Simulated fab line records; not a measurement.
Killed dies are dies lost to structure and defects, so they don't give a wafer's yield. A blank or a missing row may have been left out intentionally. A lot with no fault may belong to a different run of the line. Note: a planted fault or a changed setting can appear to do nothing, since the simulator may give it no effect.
Lot-split experiment :: flow gf180mcu :: route with 602 steps; 5 lots, 23 wafers read

## THE SPLIT
At GF_M4_SPUTTER_04 (material TiN, target thk 50 nm, time 41.7 s), the setting time-s was moved away from the recipe's 41.7 s on 7 of the 23 wafers read, by -7.6% to +8.5%. This setting was run at the recipe's value on the other wafers.

The reading is taken at the split's own step.

## THE READING
TiN_of_M4_SPUTTER_04.thk-nm (the simulator's own value, which no gauge read), in nm, at GF_M4_SPUTTER_04 (material TiN, target thk 50 nm, time 41.7 s). The file gives no usual value for it. The 16 wafers here that ran the recipe average 50.25 nm, standard deviation 0.43 nm.

wafer: L076.2
tool, chamber at the split: pvd-sputter-02, -
time-s as run, s: 38.53
against the recipe: -7.6%
TiN_of_M4_SPUTTER_04.thk-nm, nm: 46.56
against lot-mates on the recipe: -3.40

wafer: L076.3
tool, chamber at the split: pvd-sputter-02, -
time-s as run, s: 41.7
against the recipe: recipe
TiN_of_M4_SPUTTER_04.thk-nm, nm: 49.73
against lot-mates on the recipe: -

wafer: L076.4
tool, chamber at the split: pvd-sputter-02, -
time-s as run, s: 38.53
against the recipe: -7.6%
TiN_of_M4_SPUTTER_04.thk-nm, nm: 46.29
against lot-mates on the recipe: -3.67

wafer: L076.5
tool, chamber at the split: pvd-sputter-02, -
time-s as run, s: 41.7
against the recipe: recipe
TiN_of_M4_SPUTTER_04.thk-nm, nm: 49.98
against lot-mates on the recipe: -

wafer: L076.6
tool, chamber at the split: pvd-sputter-02, -
time-s as run, s: 41.7
against the recipe: recipe
TiN_of_M4_SPUTTER_04.thk-nm, nm: 50.18
against lot-mates on the recipe: -

wafer: L079.2
tool, chamber at the split: pvd-sputter-04, -
time-s as run, s: 41.7
against the recipe: recipe
TiN_of_M4_SPUTTER_04.thk-nm, nm: 50.14
against lot-mates on the recipe: -

wafer: L079.3
tool, chamber at the split: pvd-sputter-04, -
time-s as run, s: 41.7
against the recipe: recipe
TiN_of_M4_SPUTTER_04.thk-nm, nm: 50.51
against lot-mates on the recipe: -

wafer: L079.6
tool, chamber at the split: pvd-sputter-04, -
time-s as run, s: 41.7
against the recipe: recipe
TiN_of_M4_SPUTTER_04.thk-nm, nm: 50.42
against lot-mates on the recipe: -

wafer: L082.2
tool, chamber at the split: pvd-sputter-04, -
time-s as run, s: 39.49
against the recipe: -5.3%
TiN_of_M4_SPUTTER_04.thk-nm, nm: 47.38
against lot-mates on the recipe: -3.37

wafer: L082.3
tool, chamber at the split: pvd-sputter-04, -
time-s as run, s: 39.49
against the recipe: -5.3%
TiN_of_M4_SPUTTER_04.thk-nm, nm: 47.62
against lot-mates on the recipe: -3.13

wafer: L082.4
tool, chamber at the split: pvd-sputter-04, -
time-s as run, s: 41.7
against the recipe: recipe
TiN_of_M4_SPUTTER_04.thk-nm, nm: 51.33
against lot-mates on the recipe: -

wafer: L082.5
tool, chamber at the split: pvd-sputter-04, -
time-s as run, s: 41.7
against the recipe: recipe
TiN_of_M4_SPUTTER_04.thk-nm, nm: 50.74
against lot-mates on the recipe: -

wafer: L082.6
tool, chamber at the split: pvd-sputter-04, -
time-s as run, s: 41.7
against the recipe: recipe
TiN_of_M4_SPUTTER_04.thk-nm, nm: 50.18
against lot-mates on the recipe: -

wafer: L083.1
tool, chamber at the split: pvd-sputter-03, -
time-s as run, s: 41.7
against the recipe: recipe
TiN_of_M4_SPUTTER_04.thk-nm, nm: 50.84
against lot-mates on the recipe: -

wafer: L083.3
tool, chamber at the split: pvd-sputter-03, -
time-s as run, s: 41.7
against the recipe: recipe
TiN_of_M4_SPUTTER_04.thk-nm, nm: 50.05
against lot-mates on the recipe: -

wafer: L083.4
tool, chamber at the split: pvd-sputter-03, -
time-s as run, s: 41.7
against the recipe: recipe
TiN_of_M4_SPUTTER_04.thk-nm, nm: 50.17
against lot-mates on the recipe: -

wafer: L083.5
tool, chamber at the split: pvd-sputter-03, -
time-s as run, s: 41.7
against the recipe: recipe
TiN_of_M4_SPUTTER_04.thk-nm, nm: 49.96
against lot-mates on the recipe: -

wafer: L083.6
tool, chamber at the split: pvd-sputter-03, -
time-s as run, s: 41.7
against the recipe: recipe
TiN_of_M4_SPUTTER_04.thk-nm, nm: 50.31
against lot-mates on the recipe: -

wafer: L084.1
tool, chamber at the split: pvd-sputter-02, -
time-s as run, s: 45.25
against the recipe: +8.5%
TiN_of_M4_SPUTTER_04.thk-nm, nm: 54.33
against lot-mates on the recipe: +4.61

wafer: L084.3
tool, chamber at the split: pvd-sputter-02, -
time-s as run, s: 41.7
against the recipe: recipe
TiN_of_M4_SPUTTER_04.thk-nm, nm: 49.58
against lot-mates on the recipe: -

wafer: L084.4
tool, chamber at the split: pvd-sputter-02, -
time-s as run, s: 45.25
against the recipe: +8.5%
TiN_of_M4_SPUTTER_04.thk-nm, nm: 54.6
against lot-mates on the recipe: +4.88

wafer: L084.5
tool, chamber at the split: pvd-sputter-02, -
time-s as run, s: 45.25
against the recipe: +8.5%
TiN_of_M4_SPUTTER_04.thk-nm, nm: 54.04
against lot-mates on the recipe: +4.32

wafer: L084.6
tool, chamber at the split: pvd-sputter-02, -
time-s as run, s: 41.7
against the recipe: recipe
TiN_of_M4_SPUTTER_04.thk-nm, nm: 49.86
against lot-mates on the recipe: -

THE FIT
A straight line over all 23 wafers: TiN_of_M4_SPUTTER_04.thk-nm changes by +0.492 nm for each +1% of time-s; r = +0.98; the points scatter about the line by 0.39 nm.
The same after taking each lot's own level away (the mean of its wafers on the recipe; 23 wafers): +0.529 nm for each +1%; r = +0.99; scatter 0.34 nm.
Per that fit: largest time-s move, reading shift of 4.5 nm.
Measured against the standard deviation above, the lots' own levels, which go from 49.720 to 50.750 nm, span 2.4 times it.
So the lot-to-lot level changes the slope little: the two slopes agree.
Check: for one of the wafers moved furthest among these (+8.5%), held out of the fit, the line's prediction against its lot-mates is +4.49 nm. Against them it came out at +4.61 nm.

## OTHER SPLITS APPLIED TO THESE WAFERS
These wafers also went through other splits before the reading. Each is held against what the fit with the lots' levels taken away leaves over:
other split on the same wafers: GF_V1_CMP_04 leave-above-ref-nm
wafers away from the commonest value: 7
r with TiN_of_M4_SPUTTER_04.thk-nm (lot level and that fit taken away): +0.03

other split on the same wafers: GF_V1_PEB_12 peb-temp-c
wafers away from the commonest value: 8
r with TiN_of_M4_SPUTTER_04.thk-nm (lot level and that fit taken away): -0.05

other split on the same wafers: GF_M2_SPUTTER_00 time-s
wafers away from the commonest value: 5
r with TiN_of_M4_SPUTTER_04.thk-nm (lot level and that fit taken away): -0.20

other split on the same wafers: GF_M2_SPUTTER_04 time-s
wafers away from the commonest value: 10
r with TiN_of_M4_SPUTTER_04.thk-nm (lot level and that fit taken away): -0.24

other split on the same wafers: GF_M2_EXPOSE_11 dose-mj
wafers away from the commonest value: 10
r with TiN_of_M4_SPUTTER_04.thk-nm (lot level and that fit taken away): +0.04

other split on the same wafers: GF_V2_CVD_23 temp-c
wafers away from the commonest value: 9
r with TiN_of_M4_SPUTTER_04.thk-nm (lot level and that fit taken away): +0.42

other split on the same wafers: GF_V3_CMP_04 leave-above-ref-nm
wafers away from the commonest value: 11
r with TiN_of_M4_SPUTTER_04.thk-nm (lot level and that fit taken away): +0.13

other split on the same wafers: GF_V3_PEB_12 peb-time-s
wafers away from the commonest value: 8
r with TiN_of_M4_SPUTTER_04.thk-nm (lot level and that fit taken away): -0.39

## THE FILE'S OWN FIT
TiN_of_M4_SPUTTER_04.thk-nm changes by +0.526 nm for each +1% of time-s, r = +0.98.
